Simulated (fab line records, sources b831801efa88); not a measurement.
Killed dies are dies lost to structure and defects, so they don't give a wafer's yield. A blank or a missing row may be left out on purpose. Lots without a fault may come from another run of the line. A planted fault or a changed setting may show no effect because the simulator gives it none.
A struck lot beside a sound one | flow gf180mcu | 14 steps out of a route of 602
Sound: wafers L790.2, L790.3, L790.5. Struck: wafers L796.2, L796.3, L796.5. The cause comes at the end.
At each step with rows: each side's tool, then ch and its chambers, then its first start. Under that, the readings that differ: sound wafers | struck wafers | difference of the means | sigmas: that difference in standard deviations of wafers without a fault.
alike: readings whose means differ by less than 2 such deviations, and words and numbers that are the same on both sides. not compared: withheld readings, readings that some wafer has no value for, bounds like >300 that may hide the same value, and numbers for which the record gives no deviation and whose values overlap.
The two part at a step that has a row with sigmas, a row that says differs or no value, or rows on one side only. Numbers that don't overlap but have no deviation are shown without sigmas and don't part them. A reading that every wafer of one side lacks parts them only if that side has two wafers or more.

first, 1 step without rows for these wafers: GF_HV_LDD_DEVELOP_18 (develop time 60 s).
GF_HV_LDD_CD_MEAS_19: target cd 400 nm.
  sound on cd_sem-01, day 14 05:09; struck on cd_sem-01, day 16 05:13
  alike: cd_nm
GF_HV_LDD_OVL_MEAS_20:
  sound on overlay-01, day 14 05:15; struck on overlay-02, day 16 05:19
  reading            | sound       | struck         | difference | sigmas
  HV_LDD_01_OVL (nm) | 0.6 1.0 0.5 | -2.9 -3.4 -3.9 | -4.1       | -3
then, 1 step without rows for these wafers: GF_HV_LDD_IMPLANT_21.
GF_HV_LDD_STRIP_22: strips in O2/N2.
  sound on plasma_asher-01 ch 0,1, day 14 05:26; struck on plasma_asher-02 ch 0,1, day 16 05:30
  alike: drypump_motor_current_A, heater_power_w, oes_product_au, strip_time_to_endpoint_s
  not compared: rf_hours_counter_h
GF_HV_LDD_TW_MEAS_23:
  sound on film_metro-02, day 14 05:32; struck on film_metro-04, day 16 05:37
  alike: HV_LDD_2_TW
then, 6 steps without rows for these wafers: GF_HV_LDD_DEHYDRATE_24 (time 60 s); GF_HV_LDD_HMDS_25 (prime time 60 s); GF_HV_LDD_COAT_26 (resist thk 1000 nm); GF_HV_LDD_SOFTBAKE_27 (time 60 s); GF_HV_LDD_EXPOSE_28 (exposes mask Nplus HV AREA, target cd 400 nm); GF_HV_LDD_PEB_29.
GF_HV_LDD_DEVELOP_30: develop time 60 s.
  sound on litho_track-03 ch 0, day 15 02:00; struck on litho_track-04, day 17 04:15
  no value came back on the struck wafers for chill_plate_temp_C (C), develop_time_s (s), exhaust_pa (Pa), resist_line_temp_C (C); on the sound wafers chill_plate_temp_C (C) reads 22.91 22.83 23.00
GF_HV_LDD_CD_MEAS_31: target cd 400 nm.
  sound on cd_sem-01, day 15 02:08; struck on cd_sem-02, day 17 04:24
  reading    | sound             | struck | difference                    | sigmas
  cd_nm (nm) | 397.9 397.8 397.8 | - - -  | no value on the struck wafers |

WHERE THEY PART
First at GF_HV_LDD_OVL_MEAS_20; last, within this record, at GF_HV_LDD_CD_MEAS_31.

WHY: what the simulator had put in
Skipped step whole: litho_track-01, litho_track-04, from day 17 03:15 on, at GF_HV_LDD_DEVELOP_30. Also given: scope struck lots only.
